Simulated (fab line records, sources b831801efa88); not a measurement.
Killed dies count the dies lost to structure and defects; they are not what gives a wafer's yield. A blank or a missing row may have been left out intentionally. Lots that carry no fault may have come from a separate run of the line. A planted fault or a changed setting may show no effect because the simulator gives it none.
fab line records ; flow sky130
[record] lots = 13; wafers = 39; lastDay = 50
route steps=708 shown NWELL@81 VT_ADJUST_HVTP@92 VT_ADJUST_HVTR@140 VT_ADJUST_PCH@153 PAD_OPEN@708
lots with no fault: from the same line, run without faults
startH: start of the lot's first displayed wafer, in hours after the record's first day ; waitH: time in hours since the lot's previous step ; " the same as in the row above ; L1.1+2: one row covering several wafers at once ; - value missing, or start not given ; * or withheld: withheld ; < > ~ a bound
route shown NAME@n: NAME is a module with steps in the file, n the number in the route of the first one ; usual: average and standard deviation across the fault-free wafers ; same: alike in all rows ; chamber/n: place in a boat ; sites: each site's reading ; _std_site: standard deviation of those values ; _edge_site: inner sites' mean taken away from outer sites' mean ; radiusMm: for every site, how far away it sits from the centre of the wafer ; mask NAME#n: copy n ; behind: the most recent tool/chamber to have shaped the wafer ; hold: what put the lot on hold/how long, in hours/how the hold closed ; device: the transistor (n, p or np) that didn't switch ; end of line: at the end of the route, the tests of the same wafers ; a step given without rows: its recipe and nothing more ; killed: the dies lost at the first sort to structure and to defects; this is not the yield of the wafer ; map: a wafer's dies, x killed, . not, _ none there
set.NAME: the run value of the setting; set.NAME@STEP: its run value at that earlier step ; model.NAME: the simulator's own value behind a step, which no gauge read
route steps across a sampled set of lots; one table per step, one row per wafer
services: from which hour (startH, from the record's first day; less than 0 if before it) a tool's chamber was out of use, for how many hours, and why
[[steps]]
[step SKY_NWELL_RTA_28]
[recipe] tempC = 1050; timeS = 30; idleTempC = 650; rampUpCPerS = 150; rampDownCPerS = 90; ambient = N2
[usual] lampPowerPct = 25.30/0.056; wafer_temp_C_max = 1054.9/0.93
[same] timeS = 30
lot.wafer;tool;chamber;startH;waitH;lampPowerPct;wafer_temp_C_max
L302.3;rtpAnneal-01;0;109.56;0.0;25.28;1055.9
L302.5;rtpAnneal-01;0;109.56;0.0;25.26;1054.1
L302.6;rtpAnneal-01;0;109.56;0.0;25.28;1054.9
L304.1;rtpAnneal-01;0;121.67;0.0;25.41;1054.6
L304.4;rtpAnneal-01;0;121.67;0.0;25.36;1054.7
L304.6;rtpAnneal-01;0;121.67;0.0;25.36;1055.3
L305.2;rtpAnneal-01;0;127.93;0.0;25.26;1055.3
L305.5;rtpAnneal-01;0;127.93;0.0;25.23;1053.8
L305.6;rtpAnneal-01;0;127.93;0.0;25.33;1053.4
L306.2;rtpAnneal-02;0;130.99;0.0;25.28;1055.4
L306.3;rtpAnneal-02;0;130.99;0.0;25.23;1054.6
L306.4;rtpAnneal-02;0;130.99;0.0;25.23;1055.3
L307.1;rtpAnneal-02;0;138.97;0.0;25.37;1057.4
L307.3;rtpAnneal-02;0;138.97;0.0;25.32;1055.2
L307.5;rtpAnneal-02;0;138.97;0.0;25.33;1053.8
L308.1;rtpAnneal-02;0;147.57;0.0;25.29;1055.8
L308.4;rtpAnneal-02;0;147.57;0.0;25.34;1054.5
L308.5;rtpAnneal-02;0;147.57;0.0;25.29;1054.4
L310.1;rtpAnneal-02;0;162.28;0.0;25.31;1054.7
L310.3;rtpAnneal-02;0;162.28;0.0;25.28;1053.9
L310.6;rtpAnneal-02;0;162.28;0.0;25.31;1054.1
L316.3;rtpAnneal-02;0;198.60;0.0;25.33;1054.4
L316.4;rtpAnneal-02;0;198.60;0.0;25.18;1054.8
L316.6;rtpAnneal-02;0;198.60;0.0;25.27;1056.1
L318.4;rtpAnneal-01;0;208.88;0.1;25.36;1054.8
L318.5;rtpAnneal-01;0;208.88;0.1;25.37;1053.7
L318.6;rtpAnneal-01;0;208.88;0.1;25.31;1053.9
L319.2;rtpAnneal-02;0;215.28;0.0;25.27;1055.6
L319.5;rtpAnneal-02;0;215.28;0.0;25.24;1054.5
L319.6;rtpAnneal-02;0;215.28;0.0;25.29;1055.5
L320.1;rtpAnneal-01;0;221.62;0.0;25.26;1054.1
L320.4;rtpAnneal-01;0;221.62;0.0;25.29;1053.8
L320.5;rtpAnneal-01;0;221.62;0.0;25.38;1055.8
L321.1;rtpAnneal-02;0;231.77;0.0;25.21;1056.2
L321.3;rtpAnneal-02;0;231.77;0.0;25.40;1056.3
L321.6;rtpAnneal-02;0;231.77;0.0;25.35;1053.6
L322.1;rtpAnneal-02;0;238.03;0.0;25.30;1053.4
L322.3;rtpAnneal-02;0;238.03;0.0;25.24;1055.6
L322.5;rtpAnneal-02;0;238.03;0.0;25.23;1055.5
[step SKY_VT_ADJUST_HVTP_CD_MEAS_07]
[recipe] targetCdNm = 380
[usual] cdNm = 379.4/2.5
lot.wafer;tool;chamber;startH;waitH;cdNm
L302.3;cdSem-01;-;129.02;0.1;383.3
L302.5;cdSem-01;-;129.02;0.1;382.8
L302.6;cdSem-01;-;129.02;0.1;380.9
L304.1;cdSem-02;-;141.23;0.1;377.8
L304.4;cdSem-02;-;141.23;0.1;377.0
L304.6;cdSem-02;-;141.23;0.1;379.6
L305.2;cdSem-01;-;147.10;0.1;376.7
L305.5;cdSem-01;-;147.10;0.1;377.6
L305.6;cdSem-01;-;147.10;0.1;377.0
L306.2;cdSem-02;-;150.45;0.1;378.9
L306.3;cdSem-02;-;150.45;0.1;383.1
L306.4;cdSem-02;-;150.45;0.1;383.6
L307.1;cdSem-02;-;159.18;0.1;380.3
L307.3;cdSem-02;-;159.18;0.1;377.9
L307.5;cdSem-02;-;159.18;0.1;380.8
L308.1;cdSem-01;-;167.77;0.1;378.9
L308.4;cdSem-01;-;167.77;0.1;377.8
L308.5;cdSem-01;-;167.77;0.1;376.9
L310.1;cdSem-02;-;185.53;0.1;378.0
L310.3;cdSem-02;-;185.53;0.1;376.4
L310.6;cdSem-02;-;185.53;0.1;378.2
L316.3;cdSem-02;-;221.66;0.1;380.4
L316.4;cdSem-02;-;221.66;0.1;379.4
L316.6;cdSem-02;-;221.66;0.1;381.7
L318.4;cdSem-01;-;231.53;0.1;382.1
L318.5;cdSem-01;-;231.53;0.1;383.9
L318.6;cdSem-01;-;231.53;0.1;381.4
L319.2;cdSem-01;-;237.74;0.1;378.6
L319.5;cdSem-01;-;237.74;0.1;380.1
L319.6;cdSem-01;-;237.74;0.1;377.9
L320.1;cdSem-01;-;245.03;0.1;379.8
L320.4;cdSem-01;-;245.03;0.1;380.0
L320.5;cdSem-01;-;245.03;0.1;379.3
L321.1;cdSem-02;-;255.73;0.1;376.3
L321.3;cdSem-02;-;255.73;0.1;375.1
L321.6;cdSem-02;-;255.73;0.1;377.4
L322.1;cdSem-01;-;262.08;0.1;380.3
L322.3;cdSem-01;-;262.08;0.1;381.2
L322.5;cdSem-01;-;262.08;0.1;379.7
[step SKY_VT_ADJUST_HVTR_IMPLANT_09]
[recipe] species = B; energyKev = 10; doseCm2 = 2.1e+12; tiltDeg = withheld
[usual] endStationPressureTorr = 5.01e-06/2.6e-07
lot.wafer;tool;chamber;startH;waitH;endStationPressureTorr
L302.3;implanter-04;0;212.07;0.1;4.82e-06
L302.5;implanter-04;0;212.07;0.1;5.56e-06
L302.6;implanter-04;0;212.07;0.1;4.87e-06
L304.1;implanter-03;0;227.73;0.0;5.21e-06
L304.4;implanter-03;0;227.73;0.0;4.81e-06
L304.6;implanter-03;0;227.73;0.0;5.08e-06
L304.1;implanter-03;0;228.04;0.3;5.31e-06
L304.4;implanter-03;0;228.04;0.3;4.92e-06
L304.6;implanter-03;0;228.04;0.3;5.6e-06
L305.2;implanter-02;0;234.70;0.0;5.3e-06
L305.5;implanter-02;0;234.70;0.0;5.21e-06
L305.6;implanter-02;0;234.70;0.0;5.27e-06
L305.2;implanter-02;0;235.02;0.3;5.09e-06
L305.5;implanter-02;0;235.02;0.3;5.07e-06
L305.6;implanter-02;0;235.02;0.3;4.67e-06
L306.2;implanter-04;0;237.60;0.0;3.99e-06
L306.3;implanter-04;0;237.60;0.0;5.33e-06
L306.4;implanter-04;0;237.60;0.0;4.92e-06
L307.1;implanter-04;0;247.88;0.0;4.94e-06
L307.3;implanter-04;0;247.88;0.0;4.92e-06
L307.5;implanter-04;0;247.88;0.0;4.98e-06
L307.1;implanter-04;0;248.19;0.3;4.73e-06
L307.3;implanter-04;0;248.19;0.3;4.56e-06
L307.5;implanter-04;0;248.19;0.3;5.05e-06
L308.1;implanter-04;0;259.19;0.0;5.02e-06
L308.4;implanter-04;0;259.19;0.0;5.03e-06
L308.5;implanter-04;0;259.19;0.0;4.74e-06
L310.1;implanter-02;0;278.72;0.0;4.91e-06
L310.3;implanter-02;0;278.72;0.0;5.46e-06
L310.6;implanter-02;0;278.72;0.0;4.99e-06
L316.3;implanter-03;0;320.99;0.1;5.1e-06
L316.4;implanter-03;0;320.99;0.1;4.44e-06
L316.6;implanter-03;0;320.99;0.1;4.94e-06
L318.4;implanter-04;0;331.60;0.1;4.79e-06
L318.5;implanter-04;0;331.60;0.1;4.97e-06
L318.6;implanter-04;0;331.60;0.1;5.14e-06
L319.2;implanter-03;0;336.71;0.0;4.61e-06
L319.5;implanter-03;0;336.71;0.0;5.33e-06
L319.6;implanter-03;0;336.71;0.0;5.46e-06
L320.1;implanter-04;0;347.47;0.0;4.96e-06
L320.4;implanter-04;0;347.47;0.0;4.79e-06
L320.5;implanter-04;0;347.47;0.0;4.65e-06
L321.1;implanter-02;0;359.63;0.0;4.76e-06
L321.3;implanter-02;0;359.63;0.0;5.11e-06
L321.6;implanter-02;0;359.63;0.0;4.92e-06
L322.1;implanter-04;0;366.73;0.0;5.36e-06
L322.3;implanter-04;0;366.73;0.0;5.4e-06
L322.5;implanter-04;0;366.73;0.0;4.92e-06
[step SKY_VT_ADJUST_HVTR_TW_MEAS_11]
[usual] VT_ADJUST_HVTR_TW = 209/3.1
lot.wafer;tool;chamber;startH;waitH;VT_ADJUST_HVTR_TW
L302.3;filmMetro-03;-;212.29;0.1;209
L302.5;filmMetro-03;-;212.29;0.1;207
L302.6;filmMetro-03;-;212.29;0.1;208
L304.1;filmMetro-04;-;228.29;0.1;260
L304.4;filmMetro-04;-;228.29;0.1;261
L304.6;filmMetro-04;-;228.29;0.1;260
L305.2;filmMetro-03;-;235.25;0.1;255
L305.5;filmMetro-03;-;235.25;0.1;255
L305.6;filmMetro-03;-;235.25;0.1;255
L306.2;filmMetro-03;-;237.84;0.1;208
L306.3;filmMetro-03;-;237.84;0.1;207
L306.4;filmMetro-03;-;237.84;0.1;208
L307.1;filmMetro-02;-;248.53;0.2;252
L307.3;filmMetro-02;-;248.53;0.2;252
L307.5;filmMetro-02;-;248.53;0.2;253
L308.1;filmMetro-02;-;259.44;0.1;205
L308.4;filmMetro-02;-;259.44;0.1;205
L308.5;filmMetro-02;-;259.44;0.1;205
L310.1;filmMetro-03;-;278.97;0.1;207
L310.3;filmMetro-03;-;278.97;0.1;208
L310.6;filmMetro-03;-;278.97;0.1;207
L316.3;filmMetro-02;-;321.21;0.1;206
L316.4;filmMetro-02;-;321.21;0.1;205
L316.6;filmMetro-02;-;321.21;0.1;205
L318.4;filmMetro-02;-;331.81;0.1;206
L318.5;filmMetro-02;-;331.81;0.1;205
L318.6;filmMetro-02;-;331.81;0.1;205
L319.2;filmMetro-03;-;336.95;0.1;210
L319.5;filmMetro-03;-;336.95;0.1;209
L319.6;filmMetro-03;-;336.95;0.1;209
L320.1;filmMetro-04;-;347.72;0.1;213
L320.4;filmMetro-04;-;347.72;0.1;215
L320.5;filmMetro-04;-;347.72;0.1;216
L321.1;filmMetro-04;-;359.88;0.1;215
L321.3;filmMetro-04;-;359.88;0.1;216
L321.6;filmMetro-04;-;359.88;0.1;214
L322.1;filmMetro-02;-;366.98;0.1;206
L322.3;filmMetro-02;-;366.98;0.1;206
L322.5;filmMetro-02;-;366.98;0.1;205
[step SKY_VT_ADJUST_PCH_TW_MEAS_10]
[usual] VT_ADJUST_PCH_TW = 142.7/1.5
lot.wafer;tool;chamber;startH;waitH;VT_ADJUST_PCH_TW
L302.3;filmMetro-01;-;235.18;0.1;143.4
L302.5;filmMetro-01;-;235.18;0.1;141.6
L302.6;filmMetro-01;-;235.18;0.1;143.2
L304.1;filmMetro-01;-;251.42;0.2;143.5
L304.4;filmMetro-01;-;251.42;0.2;143.6
L304.6;filmMetro-01;-;251.42;0.2;143.4
L305.2;filmMetro-03;-;259.03;0.1;141.2
L305.5;filmMetro-03;-;259.03;0.1;140.7
L305.6;filmMetro-03;-;259.03;0.1;141.6
L306.2;filmMetro-03;-;261.76;0.1;141.4
L306.3;filmMetro-03;-;261.76;0.1;141.3
L306.4;filmMetro-03;-;261.76;0.1;141.4
L307.1;filmMetro-03;-;272.26;0.1;140.9
L307.3;filmMetro-03;-;272.26;0.1;140.9
L307.5;filmMetro-03;-;272.26;0.1;141.8
L308.1;filmMetro-01;-;283.86;0.1;142.6
L308.4;filmMetro-01;-;283.86;0.1;142.4
L308.5;filmMetro-01;-;283.86;0.1;142.9
L310.1;filmMetro-03;-;304.33;0.1;141.5
L310.3;filmMetro-03;-;304.33;0.1;141.5
L310.6;filmMetro-03;-;304.33;0.1;140.9
L316.3;filmMetro-01;-;347.79;0.1;142.3
L316.4;filmMetro-01;-;347.79;0.1;143.1
L316.6;filmMetro-01;-;347.79;0.1;142.2
L318.4;filmMetro-04;-;360.00;0.1;144.7
L318.5;filmMetro-04;-;360.00;0.1;145.2
L318.6;filmMetro-04;-;360.00;0.1;145.1
L319.2;filmMetro-04;-;364.67;0.1;144.3
L319.5;filmMetro-04;-;364.67;0.1;144.6
L319.6;filmMetro-04;-;364.67;0.1;145.2
L320.1;filmMetro-01;-;375.51;0.1;142.2
L320.4;filmMetro-01;-;375.51;0.1;141.8
L320.5;filmMetro-01;-;375.51;0.1;142.6
L321.1;filmMetro-04;-;388.71;0.1;145.2
L321.3;filmMetro-04;-;388.71;0.1;144.3
L321.6;filmMetro-04;-;388.71;0.1;144.0
L322.1;filmMetro-03;-;395.97;0.1;140.9
L322.3;filmMetro-03;-;395.97;0.1;140.6
L322.5;filmMetro-03;-;395.97;0.1;140.3
[step SKY_PAD_OPEN_PROBE_99]
[usual] killed_at_M0_to_M3 = 43/7.2; killed_at_M4_up = 3.5/2; killedAtContacts = 24/5.2; killedAtFrontEnd = 15/4.4; killedAtOther = 0.2/0.48; killedDies = 85/9.4; killedOpen = 46/7.3; killedShort = 39/6.1
[same] grossDies = 492; killedAtBackSide = 0
lot.wafer;tool;chamber;startH;waitH;killed_at_M0_to_M3;killed_at_M4_up;killedAtContacts;killedAtFrontEnd;killedAtOther;killedDies;killedOpen;killedShort
L316.3;prober-01;-;1166.68;0.2;36;1;25;16;1;79;43;36
L316.4;prober-01;-;1166.73;0.2;31;3;28;31;0;93;52;41
L316.6;prober-01;-;1166.83;0.2;37;2;25;21;0;85;43;42
// killed by level:class
L316.3 CONTACT:geometricParticle:open=9 VIA1:geometricParticle:open=9 CONTACT:geometricParticle:short=6 POLY_GATE:geometricParticle:short=6 METAL2:geometricParticle:short=6 LOCAL_INTERCONNECT:geometricParticle:open=4 METAL1:geometricParticle:short=4 VIA3:geometricParticle:open=4
L316.4 POLY_GATE:geometricParticle:short=9 FIELD_ISO:geometricParticle:open=8 VIA1:geometricParticle:open=8 CONTACT:geometricParticle:open=8 LOCAL_INTERCONNECT:geometricParticle:short=7 POLY_GATE:geometricParticle:open=6 VIA2:geometricParticle:open=5 LI_CONTACT:geometricParticle:short=4
L316.6 VIA2:geometricParticle:open=8 LI_CONTACT:geometricParticle:open=7 VIA1:geometricParticle:short=7 FIELD_ISO:geometricParticle:open=6 CONTACT:geometricParticle:short=6 CONTACT:geometricParticle:open=6 FIELD_ISO:geometricParticle:short=4 POLY_GATE:geometricParticle:short=4
[[services]]
tool;chamber;startH;hours;kind
implanter-02;-;90.52;2.1;repair
implanter-02;-;94.59;4.7;pm
implanter-04;-;138.51;3.2;pm
implanter-03;-;140.01;2.8;repair
implanter-03;-;155.75;10.2;pm
implanter-03;-;172.86;2.8;repair
implanter-02;-;256.64;3.9;repair
implanter-04;-;312.69;1.7;repair
implanter-04;-;322.90;1.5;repair
implanter-03;-;322.96;2.2;pm
implanter-02;-;334.72;1.9;repair
implanter-03;-;344.16;10.0;repair
[[key]]
[firstSign] step = SKY_VT_ADJUST_HVTR_IMPLANT_09; reading = visit; direction = added
[effect] step = SKY_VT_ADJUST_HVTR_TW_MEAS_11; reading = VT_ADJUST_HVTR_TW; direction = up; sigmas = 15; usual = 209; struck = 256
metAt SKY_VT_ADJUST_HVTR_IMPLANT_09
struckLots L304,L305,L307
testerLeftOut L304,L305,L307
notActingAt SKY_NWELL_RTA_28,SKY_VT_ADJUST_HVTP_CD_MEAS_07,SKY_VT_ADJUST_PCH_TW_MEAS_10
[fault] kind = repeatedStepWhole; tool = implanter-02,implanter-03,implanter-04; chamber = -; onsetH = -; steps = SKY_VT_ADJUST_HVTR_IMPLANT_09; times = 1; scope = struckLotsOnly
// testerLeftOut: of these lots the tester's yield and bins aren't shown, on N5 and GAA mostly nor the transistor test; their killed dies are dies lost to structure and defects alone, not to doping, threshold or leakage, so they don't give the yield
